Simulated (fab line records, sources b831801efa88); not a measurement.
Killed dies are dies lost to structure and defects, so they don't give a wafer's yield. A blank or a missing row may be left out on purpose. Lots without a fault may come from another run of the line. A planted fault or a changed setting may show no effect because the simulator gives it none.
A struck lot beside a sound one | flow sky130 | 36 steps out of a route of 708
Sound: wafers L127.4, L127.5, L127.6. Struck: wafers L111.1, L111.4, L111.6. The cause comes at the end.
At each step with rows: each side's tool, then ch and its chambers, then its first start. Under that, the readings that differ: sound wafers | struck wafers | difference of the means | sigmas: that difference in standard deviations of wafers without a fault.
alike: readings whose means differ by less than 2 such deviations, and words and numbers that are the same on both sides. not compared: withheld readings, readings that some wafer has no value for, bounds like >300 that may hide the same value, and numbers for which the record gives no deviation and whose values overlap.
The two part at a step that has a row with sigmas, a row that says differs or no value, or rows on one side only. Numbers that don't overlap but have no deviation are shown without sigmas and don't part them. A reading that every wafer of one side lacks parts them only if that side has two wafers or more.

first, 10 steps without rows for these wafers: SKY_GATE_OXIDE_COAT_05 (resist thk 1140 nm); SKY_GATE_OXIDE_SOFTBAKE_06 (time 60 s); SKY_GATE_OXIDE_EXPOSE_07 (exposes mask LVOM, target cd 600 nm); SKY_GATE_OXIDE_PEB_08; SKY_GATE_OXIDE_DEVELOP_09 (develop time 60 s); SKY_GATE_OXIDE_IMPLANT_11; SKY_GATE_OXIDE_WET_ETCH_12 (etches SiO2 in dHF, target depth 16.8 nm, time 336 s); SKY_GATE_OXIDE_STRIP_13 (strips in O2/N2); SKY_GATE_OXIDE_CLEAN_15 (cleans in SC1/SC2, time 150 s); SKY_GATE_OXIDE_OXIDATION_16 (stabilise 600 s, purge 300 s, target thk 3.57 nm).
SKY_POLY_GATE_CVD_00: deposits poly-Si, target thk 180 nm, time 720 s.
  sound on lpcvd-01 ch 1, day 21 12:17; struck on lpcvd-01 ch 1, day 16 00:25
  reading                                       | sound             | struck            | difference | sigmas
  spike_tc_centre_C (C)                         | 621.4 618.1 619.2 | 625.7 626.2 628.0 | +7.1       | +6
  spike_tc_top_C (C)                            | 638.4 637.8 639.6 | 647.0 648.3 647.5 | +9.0       | +4
  spike_tc_upper_C (C)                          | 617.6 619.2 617.2 | 570.1 571.2 571.3 | -47.1      | -39
  zone_power_centre_pct (%)                     | 8.1 8.0 8.0       | 11.5 11.4 11.3    | +3.4       | +4
  zone_power_top_pct (%)                        | 18.6 18.5 18.8    | 23.5 24.0 23.9    | +5.2       | +9
  zone_power_upper_pct (%)                      | 7.4 7.4 7.4       | 0.0 0.0 0.0       | -7.4       | -9
  model.poly-Si_of_POLY_GATE_CVD_00.thk_nm (nm) | 180.5 182.1 181.2 | 167.8 146.4 125.3 | -34.8      |
SKY_POLY_GATE_THK_MEAS_01:
  sound on film_metro-03, day 21 13:31; struck on film_metro-03, day 16 01:37
  reading                   | sound             | struck            | difference | sigmas
  POLY_GATE_CVD_00_THK (nm) | 180.5 182.2 181.3 | 167.8 146.4 125.3 | -34.8      | -17
then, 9 steps without rows for these wafers: SKY_RES_PROTECT_DEHYDRATE_00 (time 60 s); SKY_RES_PROTECT_HMDS_01 (prime time 60 s); SKY_RES_PROTECT_COAT_02 (resist thk 1140 nm); SKY_RES_PROTECT_SOFTBAKE_03 (time 60 s); SKY_RES_PROTECT_EXPOSE_04 (exposes mask RPM, target cd 1270 nm); SKY_RES_PROTECT_PEB_05; SKY_RES_PROTECT_DEVELOP_06 (develop time 60 s); SKY_POLY_GATE_IMPLANT_02; SKY_RES_PROTECT_STRIP_07 (strips in O2/N2).
SKY_RES_PROTECT_CLEAN_09: cleans in SC1/SC2, time 150 s.
  sound on wet_bench-04 ch 3, day 22 20:06; struck on wet_bench-04 ch 2, day 17 04:43
  reading                                       | sound             | struck            | difference | sigmas
  model.poly-Si_of_POLY_GATE_CVD_00.thk_nm (nm) | 179.9 181.5 180.6 | 167.2 145.7 124.7 | -34.8      |
then, 11 steps without rows for these wafers: SKY_POLY_GATE_CVD_03 (deposits Si3N4 from DCS/NH3, target thk 75 nm, time 1290 s); SKY_POLY_GATE_DEHYDRATE_05 (time 60 s); SKY_POLY_GATE_HMDS_06 (prime time 60 s); SKY_POLY_GATE_COAT_07 (resist thk 110 nm); SKY_POLY_GATE_COAT_08 (resist thk 450 nm); SKY_POLY_GATE_SOFTBAKE_09 (time 90 s); SKY_POLY_GATE_EXPOSE_10 (exposes mask P1M, target cd 150 nm); SKY_POLY_GATE_PEB_11; SKY_POLY_GATE_DEVELOP_12 (develop time 60 s); SKY_POLY_GATE_ETCH_15 (etches BARC in N2/H2, stops on SiO2, time 118.5 s, target depth 110 nm); SKY_POLY_GATE_ETCH_16 (etches Si3N4 in CH3F/O2, stops on poly-Si, time 147.5 s, target depth 75 nm).
SKY_POLY_GATE_ETCH_17: etches poly-Si in HBr/Cl2, stops on SiO2, target depth 180 nm, time 70.5 s.
  sound on rie_si-02 ch 0,1,2, day 24 03:23; struck on rie_si-02 ch 2,3, day 18 11:32
  reading                               | sound             | struck            | difference | sigmas
  oes_product_au (a.u.)                 | 0.997 1.001 0.981 | 0.951 0.856 0.976 | -0.065     | -8
  model.POLY_GATE.feature_depth_nm (nm) | 179.9 181.5 178.6 | 167.2 145.7 178.1 | -16.3      |
  model.etch.depth_nm (nm)              | 179.9 181.5 178.6 | 167.2 145.7 178.1 | -16.3      |
  alike: bias_w, drypump_motor_current_A, throttle_valve_pct
  not compared: rf_hours_counter_h
then, 1 step without rows for these wafers: SKY_POLY_GATE_STRIP_18 (strips in O2/N2).
-- the record jumps here: 29 days lie between the struck wafers' starts before and after (it left off in module POLY_GATE and takes up again in module PAD_OPEN, whose first step shown is number 708 of the route) --
SKY_PAD_OPEN_PROBE_99:
  sound on prober-01, day 50 13:49; struck on prober-02, day 47 08:52
  reading                             | sound             | struck            | difference | sigmas
  model.etest.res_high_po.line_ohm_um | 722.5 714 733     | 776.9 904.6 1027  | +179.7     |
  model.etest.res_poly.line_ohm_um    | 487.5 467.1 483.5 | 540.3 630.3 730.4 | +154.3     |
  model.etest.pfet_01v8.r_on_ohm_um   | 3056 3032 3030    | 2906 2880 2964    | -123       |
  model.etest.tip_p.rs_ohm_sq         | 6949 6964 6944    | 6892 6875 6862    | -76        |
  model.etest.res_high_po.rs_ohm_sq   | 253.2 256.5 257   | 268.7 315.4 362.4 | +59.9      |
  model.etest.res_poly.rs_ohm_sq      | 47.05 46.88 47.83 | 50.38 59.48 69.42 | +12.51     |
  alike: killed_at_M0_to_M3, killed_at_M4_up, killed_at_contacts, killed_at_front_end, killed_at_other, killed_dies, killed_on_rim, killed_open, killed_short
  not compared: model.etest.tip_sonos.rs_ohm_sq, model.etest.nfet_01v8_lvt.drive_ua_um

WHERE THEY PART
First at SKY_POLY_GATE_CVD_00; last, within this record, at SKY_POLY_GATE_ETCH_17. Later steps at which nothing parts them and some readings are alike: SKY_PAD_OPEN_PROBE_99.

WHY: what the simulator had put in
Process parameter drift: lpcvd-01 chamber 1, from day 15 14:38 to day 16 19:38, at SKY_POLY_GATE_CVD_00. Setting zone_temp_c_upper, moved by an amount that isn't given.
